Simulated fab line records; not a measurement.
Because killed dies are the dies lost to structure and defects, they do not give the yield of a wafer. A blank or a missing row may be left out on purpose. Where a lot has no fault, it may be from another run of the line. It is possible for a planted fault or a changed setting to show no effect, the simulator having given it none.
Which of the tools did it? + flow sky130 + 18 wafers from 6 lots sampled at 2 of the route's 708 steps

## WHAT THE GAUGES READ, wafer by wafer
SKY_NWELL_RS_MEAS_29: uses a four-point probe to measure.
| lot  | measured     | on            | NWELL_RS (ohm/sq) |
|------|--------------|---------------|-------------------|
| L463 | day 5 18:53  | film metro-01 | 623.2 622.7 624.2 |
| L465 | day 6 07:50  | film metro-02 | 624.7 623.4 622.4 |
| L467 | day 6 18:05  | film metro-02 | 625.8 623.3 624.1 |
| L476 | day 9 10:14  | film metro-02 | 634.0 635.0 633.2 |
| L481 | day 10 08:02 | film metro-02 | 623.6 622.5 622.8 |
| L483 | day 10 20:25 | film metro-01 | 622.9 625.8 623.3 |

## EACH LOT AND THE TOOL THAT RAN IT (in order: tool; ch and the chambers of the sampled wafers; start)
| lot  | SKY_NWELL_IMPLANT_11           |
|------|--------------------------------|
| L463 | implanter-04 ch 0, day 4 23:56 |
| L465 | implanter-01 ch 0, day 5 12:05 |
| L467 | implanter-02 ch 0, day 5 23:02 |
| L476 | implanter-02 ch 0, day 8 11:59 |
| L481 | implanter-01 ch 0, day 9 09:25 |
| L483 | implanter-01 ch 0, day 9 21:18 |
- SKY_NWELL_IMPLANT_11

## THE ANSWER, worked out from the rows above alone
Rule: what is usual is taken from the lots themselves. The widest of any qualifying gaps counts: lots, ordered by their means at a reading, are off when they make up no more than a third of the lots, leave a main group of 4 or more, and stand apart from it by 3 or more times the standard deviation of that group's means. If all means in a main group match to the digits the tables above print for the reading, that group is not used. Also off: a lot with no number at a reading for which 4 or more lots have one. All remaining lots with rows at the step are treated as sound.
Off: L476, seen at SKY_NWELL_RS_MEAS_29 (NWELL_RS). Main group: mean 623.6 ohm/sq, sd 0.5.
A tool fits if, at a process step before that reading, it ran every lot that is off, and no sound lot after the first of them. Those tools and the gauges at SKY_NWELL_RS_MEAS_29 are tried in the same way. One fits: implanter-02 at SKY_NWELL_IMPLANT_11. A fault onset in the window from L467 (day 5 23:02, its last sound lot) to L476 (day 8 11:59, its first lot off) fits.

## WHAT WAS PUT IN BY THE SIMULATOR
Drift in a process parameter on implanter-02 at SKY_NWELL_IMPLANT_11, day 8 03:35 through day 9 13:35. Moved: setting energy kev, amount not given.
Lots struck among those shown: L476. The rule above reached the same finding.
